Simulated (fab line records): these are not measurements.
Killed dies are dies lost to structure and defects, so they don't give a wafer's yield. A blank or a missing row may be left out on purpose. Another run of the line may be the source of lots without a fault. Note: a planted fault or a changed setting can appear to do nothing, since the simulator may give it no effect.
Problem report, 8D (eight disciplines) form, completed by code / flow gf180mcu / the parts of the form that need people (team, actions taken, sign-off) are left out

1. THE PROBLEM
At GF_TOP_METAL_CD_MEAS_14, cd-nm averages 409.0 nm over 2 wafers from 2 lots, while fault-free wafers read 439.4 nm, standard deviation 2.2. That puts it -14 standard deviations away from the usual mean.
The step: target cd 440 nm.
First seen on wafer L336.5, day 30 13:46, on cd-sem-01. The record holds 35 wafers of 12 lots with a number at this step. Rule for "out" (also "out of limits"): further than 4 standard deviations from the usual mean. The other wafers with a number count as sound.

2. WHAT THIS IS AND IS NOT
question=which readings at this step | is=cd-nm | is not=-
question=which lots | is=L336, L340 | is not=L328, L329, L330, L331, L334, L335, L337, L346, L348, L351
question=which wafers of those lots | is=L336.5, L340.4 | is not=L336.2, L336.3, L340.2
question=read on which gauges | is=cd-sem-01, cd-sem-02 | is not=-
question=when | is=from day 30 13:46 | is not=up to then (20 sound wafers); but 13 sound wafers of L337, L340, L346, L348, L351 came after

3. SUSPECTS, AND WHAT RULES EACH OUT
Counting: a tool at a process step up to the reading stays a suspect if it ran every lot that is out. Sound lots after the first of them don't rule it out here, since some wafers of a struck lot are sound.
- the gauge at GF_TOP_METAL_CD_MEAS_14: ruled out. The wafers that are out were read on 2 gauges (cd-sem-01, cd-sem-02).
- iline-stepper-01 at GF_TOP_METAL_EXPOSE_11 (exposes mask MetalTop, target cd 440 nm): kept. Ran every lot that is out, first one L336 (day 30 04:46); last sound lot up to then L335 (day 30 00:45).
Remaining after the count: iline-stepper-01 at GF_TOP_METAL_EXPOSE_11.

4. THE CAUSE (what the simulator had put in)
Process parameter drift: iline-stepper-01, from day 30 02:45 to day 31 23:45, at GF_TOP_METAL_EXPOSE_11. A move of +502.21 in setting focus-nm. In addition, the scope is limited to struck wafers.
After counting, this tool was the only one left.

5. THE CHAIN OF EFFECTS, in route order
Rows list readings where the struck wafers' mean (over those with a number) sits beyond 3 standard deviations from the usual. Only readings whose record carries a usual standard deviation are examined. hours: median over the lots of the time between each lot's start at the first step of this table that gives one and its start at this step. sigmas: the change, counted in usual standard deviations.
hours=0; step=GF_TOP_METAL_CD_MEAS_14; reading=cd-nm; usual=439.4 nm; on struck wafers=409.0; change=-30.4; sigmas=-14

6. WHAT WOULD HAVE CAUGHT IT SOONER
The first out-of-limits reading at a measuring or inspecting step in this record came at day 30 13:46, 11 hours after the fault's start at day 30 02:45.
No tool reading at GF_TOP_METAL_EXPOSE_11 that has a usual standard deviation in the record was out on any struck wafer, so an alarm limit of 4 standard deviations on those readings would not have fired.
L340, from the lots that are out (2), started GF_TOP_METAL_EXPOSE_11 on iline-stepper-01 later than day 30 13:46. Had the tool been put on hold then, it would have been spared.
